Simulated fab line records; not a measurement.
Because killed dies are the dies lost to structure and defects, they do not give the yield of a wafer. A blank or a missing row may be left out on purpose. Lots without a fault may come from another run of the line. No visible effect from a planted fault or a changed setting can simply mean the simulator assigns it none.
Which tool is to blame? / flow sky130 / Sampling: 13 lots, 39 wafers, 4 of 708 route steps

## WHAT THE GAUGES READ, wafer by wafer
SKY_FIELD_ISO_THK_MEAS_02.
lot=L274; measured=day 1 17:21; on=film-metro-04; FIELD_ISO_OXIDATION_00_THK (nm)=11.66 11.51 11.39
lot=L276; measured=day 2 03:15; on=film-metro-04; FIELD_ISO_OXIDATION_00_THK (nm)=11.38 11.44 11.44
lot=L277; measured=day 2 07:44; on=film-metro-04; FIELD_ISO_OXIDATION_00_THK (nm)=11.69 11.56 11.71
lot=L278; measured=day 2 12:38; on=film-metro-01; FIELD_ISO_OXIDATION_00_THK (nm)=11.97 11.74 11.85
lot=L279; measured=day 2 19:16; on=film-metro-01; FIELD_ISO_OXIDATION_00_THK (nm)=11.53 11.23 11.58
lot=L280; measured=day 2 23:24; on=film-metro-03; FIELD_ISO_OXIDATION_00_THK (nm)=11.62 11.59 11.80
lot=L281; measured=day 3 03:39; on=film-metro-03; FIELD_ISO_OXIDATION_00_THK (nm)=11.37 11.30 11.51
lot=L282; measured=day 3 09:18; on=film-metro-04; FIELD_ISO_OXIDATION_00_THK (nm)=11.59 11.71 11.52
lot=L286; measured=day 4 06:14; on=film-metro-03; FIELD_ISO_OXIDATION_00_THK (nm)=11.61 11.34 11.54
lot=L288; measured=day 4 14:44; on=film-metro-03; FIELD_ISO_OXIDATION_00_THK (nm)=11.04 10.95 10.81
lot=L291; measured=day 5 08:20; on=film-metro-04; FIELD_ISO_OXIDATION_00_THK (nm)=11.38 11.27 11.37
lot=L294; measured=day 5 21:16; on=film-metro-03; FIELD_ISO_OXIDATION_00_THK (nm)=11.55 11.60 11.75
lot=L295; measured=day 6 03:28; on=film-metro-04; FIELD_ISO_OXIDATION_00_THK (nm)=11.48 11.63 11.48

SKY_VT_ADJUST_LVTN_OVL_MEAS_07.
lot=L274; measured=day 7 02:03; on=overlay-02; VT_ADJUST_LVTN_OVL (nm)=-0.7 -1.4 -1.1
lot=L276; measured=day 7 13:53; on=overlay-01; VT_ADJUST_LVTN_OVL (nm)=0.4 0.0 0.3
lot=L277; measured=day 7 22:23; on=overlay-02; VT_ADJUST_LVTN_OVL (nm)=1.1 0.6 0.1
lot=L278; measured=day 8 03:14; on=overlay-01; VT_ADJUST_LVTN_OVL (nm)=0.4 3.1 1.5
lot=L279; measured=day 8 11:59; on=overlay-01; VT_ADJUST_LVTN_OVL (nm)=0.1 -0.2 1.1
lot=L280; measured=day 8 17:47; on=overlay-01; VT_ADJUST_LVTN_OVL (nm)=2.3 -1.2 1.3
lot=L281; measured=day 9 00:05; on=overlay-01; VT_ADJUST_LVTN_OVL (nm)=-0.3 1.4 0.6
lot=L282; measured=day 9 08:41; on=overlay-02; VT_ADJUST_LVTN_OVL (nm)=1.5 2.8 2.9
lot=L286; measured=day 10 15:15; on=overlay-01; VT_ADJUST_LVTN_OVL (nm)=1.3 1.5 1.3
lot=L288; measured=day 11 05:02; on=overlay-01; VT_ADJUST_LVTN_OVL (nm)=-1.1 -0.2 -0.8
lot=L291; measured=day 11 22:33; on=overlay-02; VT_ADJUST_LVTN_OVL (nm)=-0.3 -1.5 -0.4
lot=L294; measured=day 12 22:14; on=overlay-02; VT_ADJUST_LVTN_OVL (nm)=-2.3 -1.9 -4.5
lot=L295; measured=day 13 02:38; on=overlay-02; VT_ADJUST_LVTN_OVL (nm)=-2.8 -2.3 -1.2

## EACH LOT AND THE TOOL THAT RAN IT (in order: tool; ch and the chambers of the sampled wafers; start)
lot=L274; SKY_FIELD_ISO_ETCH_17=rie-si-02 ch 0,1, day 2 10:56; SKY_NWELL_STRIP_14=plasma-asher-01 ch 0,1, day 4 20:43
lot=L276; SKY_FIELD_ISO_ETCH_17=rie-si-01 ch 0,3, day 2 19:58; SKY_NWELL_STRIP_14=plasma-asher-01 ch 0, day 5 04:22
lot=L277; SKY_FIELD_ISO_ETCH_17=rie-si-02 ch 1,2, day 3 03:19; SKY_NWELL_STRIP_14=plasma-asher-02 ch 0,1, day 5 11:55
lot=L278; SKY_FIELD_ISO_ETCH_17=rie-si-01 ch 0,2,3, day 3 09:24; SKY_NWELL_STRIP_14=plasma-asher-03 ch 0,1, day 5 18:10
lot=L279; SKY_FIELD_ISO_ETCH_17=rie-si-02 ch 0,3, day 3 12:56; SKY_NWELL_STRIP_14=plasma-asher-02 ch 0,1, day 6 00:05
lot=L280; SKY_FIELD_ISO_ETCH_17=rie-si-01 ch 0,1,2, day 3 17:19; SKY_NWELL_STRIP_14=plasma-asher-03 ch 0,1, day 6 04:53
lot=L281; SKY_FIELD_ISO_ETCH_17=rie-si-02 ch 0,1, day 3 21:18; SKY_NWELL_STRIP_14=plasma-asher-03 ch 0,1, day 6 11:03
lot=L282; SKY_FIELD_ISO_ETCH_17=rie-si-01 ch 2,3, day 4 05:37; SKY_NWELL_STRIP_14=plasma-asher-03 ch 0,1, day 6 18:38
lot=L286; SKY_FIELD_ISO_ETCH_17=rie-si-01 ch 0,2,3, day 5 00:27; SKY_NWELL_STRIP_14=plasma-asher-01 ch 0,1, day 7 21:15
lot=L288; SKY_FIELD_ISO_ETCH_17=rie-si-02 ch 1,2,3, day 5 15:14; SKY_NWELL_STRIP_14=plasma-asher-01 ch 1, day 8 09:22
lot=L291; SKY_FIELD_ISO_ETCH_17=rie-si-01 ch 1,2,3, day 6 05:19; SKY_NWELL_STRIP_14=plasma-asher-03 ch 0,1, day 9 01:02
lot=L294; SKY_FIELD_ISO_ETCH_17=rie-si-01 ch 1,2, day 6 18:38; SKY_NWELL_STRIP_14=plasma-asher-03 ch 0,1, day 9 22:04
lot=L295; SKY_FIELD_ISO_ETCH_17=rie-si-01 ch 1,2,3, day 7 01:30; SKY_NWELL_STRIP_14=plasma-asher-01 ch 0,1, day 10 01:52
- SKY_FIELD_ISO_ETCH_17: etches Si in HBr/Cl2/O2, target depth 342 nm, time 97.7 s.
- SKY_NWELL_STRIP_14: strips in O2/N2.

## AS READ BY THE TOOLS THEMSELVES (means over the sampled wafers that have a number; for cases with no such wafer, the mark the record gives instead)
SKY_FIELD_ISO_ETCH_17.
lot=L274; tool=rie-si-02; drypump-motor-current-A (A)=5.8; oes-product-au (a.u.)=0.995; rf-fwd-power-W (W)=596.2; throttle-valve-pct (%)=25.654
lot=L276; tool=rie-si-01; drypump-motor-current-A (A)=5.0; oes-product-au (a.u.)=1.003; rf-fwd-power-W (W)=597.8; throttle-valve-pct (%)=25.650
lot=L277; tool=rie-si-02; drypump-motor-current-A (A)=5.5; oes-product-au (a.u.)=0.997; rf-fwd-power-W (W)=597.7; throttle-valve-pct (%)=25.661
lot=L278; tool=rie-si-01; drypump-motor-current-A (A)=5.4; oes-product-au (a.u.)=1.005; rf-fwd-power-W (W)=597.9; throttle-valve-pct (%)=25.654
lot=L279; tool=rie-si-02; drypump-motor-current-A (A)=5.8; oes-product-au (a.u.)=0.997; rf-fwd-power-W (W)=598.0; throttle-valve-pct (%)=25.656
lot=L280; tool=rie-si-01; drypump-motor-current-A (A)=5.7; oes-product-au (a.u.)=1.005; rf-fwd-power-W (W)=597.5; throttle-valve-pct (%)=25.653
lot=L281; tool=rie-si-02; drypump-motor-current-A (A)=5.8; oes-product-au (a.u.)=1.005; rf-fwd-power-W (W)=594.3; throttle-valve-pct (%)=25.657
lot=L282; tool=rie-si-01; drypump-motor-current-A (A)=5.2; oes-product-au (a.u.)=1.009; rf-fwd-power-W (W)=597.7; throttle-valve-pct (%)=25.650
lot=L286; tool=rie-si-01; drypump-motor-current-A (A)=5.4; oes-product-au (a.u.)=1.005; rf-fwd-power-W (W)=596.6; throttle-valve-pct (%)=25.650
lot=L288; tool=rie-si-02; drypump-motor-current-A (A)=5.6; oes-product-au (a.u.)=0.978; rf-fwd-power-W (W)=563.9; throttle-valve-pct (%)=25.681
lot=L291; tool=rie-si-01; drypump-motor-current-A (A)=5.5; oes-product-au (a.u.)=1.010; rf-fwd-power-W (W)=596.9; throttle-valve-pct (%)=25.648
lot=L294; tool=rie-si-01; drypump-motor-current-A (A)=5.9; oes-product-au (a.u.)=1.017; rf-fwd-power-W (W)=598.7; throttle-valve-pct (%)=25.651
lot=L295; tool=rie-si-01; drypump-motor-current-A (A)=5.5; oes-product-au (a.u.)=1.006; rf-fwd-power-W (W)=598.7; throttle-valve-pct (%)=25.654

SKY_NWELL_STRIP_14.
lot=L274; tool=plasma-asher-01; drypump-motor-current-A (A)=5.8; oes-product-au (a.u.)=0.721; strip-time-to-endpoint-s (s)=36.86
lot=L276; tool=plasma-asher-01; drypump-motor-current-A (A)=5.6; oes-product-au (a.u.)=0.723; strip-time-to-endpoint-s (s)=36.88
lot=L277; tool=plasma-asher-02; drypump-motor-current-A (A)=5.6; oes-product-au (a.u.)=0.724; strip-time-to-endpoint-s (s)=36.87
lot=L278; tool=plasma-asher-03; drypump-motor-current-A (A)=6.3; oes-product-au (a.u.)=0.720; strip-time-to-endpoint-s (s)=36.73
lot=L279; tool=plasma-asher-02; drypump-motor-current-A (A)=5.6; oes-product-au (a.u.)=0.725; strip-time-to-endpoint-s (s)=37.02
lot=L280; tool=plasma-asher-03; drypump-motor-current-A (A)=6.1; oes-product-au (a.u.)=0.724; strip-time-to-endpoint-s (s)=36.83
lot=L281; tool=plasma-asher-03; drypump-motor-current-A (A)=6.3; oes-product-au (a.u.)=0.719; strip-time-to-endpoint-s (s)=36.85
lot=L282; tool=plasma-asher-03; drypump-motor-current-A (A)=6.1; oes-product-au (a.u.)=0.724; strip-time-to-endpoint-s (s)=37.11
lot=L286; tool=plasma-asher-01; drypump-motor-current-A (A)=5.8; oes-product-au (a.u.)=0.721; strip-time-to-endpoint-s (s)=36.73
lot=L288; tool=plasma-asher-01; drypump-motor-current-A (A)=6.0; oes-product-au (a.u.)=0.721; strip-time-to-endpoint-s (s)=37.02
lot=L291; tool=plasma-asher-03; drypump-motor-current-A (A)=6.1; oes-product-au (a.u.)=0.726; strip-time-to-endpoint-s (s)=36.81
lot=L294; tool=plasma-asher-03; drypump-motor-current-A (A)=6.1; oes-product-au (a.u.)=0.723; strip-time-to-endpoint-s (s)=36.78
lot=L295; tool=plasma-asher-01; drypump-motor-current-A (A)=5.9; oes-product-au (a.u.)=0.727; strip-time-to-endpoint-s (s)=36.89

## THE ANSWER, worked out from the rows above alone
Rule: the usual values come from the lots themselves. The widest of any qualifying gaps counts: lots, ordered by their means at a reading, are off when they make up no more than a third of the lots, leave a main group of 4 or more, and stand apart from it by 3 or more times the standard deviation of that group's means. If all means in a main group match to the digits the tables above print for the reading, that group is not used. A lot without any number at a reading at which 4 lots or more have one is off too. Where the step has rows for the other lots, those lots are counted as sound. After the gauges, taken in route order, come the tools' own readings; for these a lot's mean is taken, as printed above. The first step at which some lot is off is used, and at that step the reading that is off furthest; a lot without a number counts as furthest.
Off at SKY_FIELD_ISO_ETCH_17 (rf-fwd-power-W): L288. The main group has a mean of 597.3 W with a standard deviation of 1.2.
A tool fits if, at that step or a process step before it, it ran every lot that is off, and no sound lot after the first of them. One fits: rie-si-02 at SKY_FIELD_ISO_ETCH_17. Its last sound lot is L281 (day 3 21:18), its first lot that is off L288 (day 5 15:14): a fault that began between those two fits.
The tool's own readings at SKY_FIELD_ISO_ETCH_17 bear it out: on the lots that are off they differ by more than 5 times the standard deviation of the sound lots' means. rf-fwd-power-W reads 563.9 W there against 597.3 W on the sound lots; throttle-valve-pct reads 25.681 % there against 25.653 % on the sound lots.

## WHAT THE SIMULATOR HAD PUT IN
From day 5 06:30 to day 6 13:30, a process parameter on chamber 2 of rie-si-02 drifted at SKY_FIELD_ISO_ETCH_17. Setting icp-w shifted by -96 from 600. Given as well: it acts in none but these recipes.
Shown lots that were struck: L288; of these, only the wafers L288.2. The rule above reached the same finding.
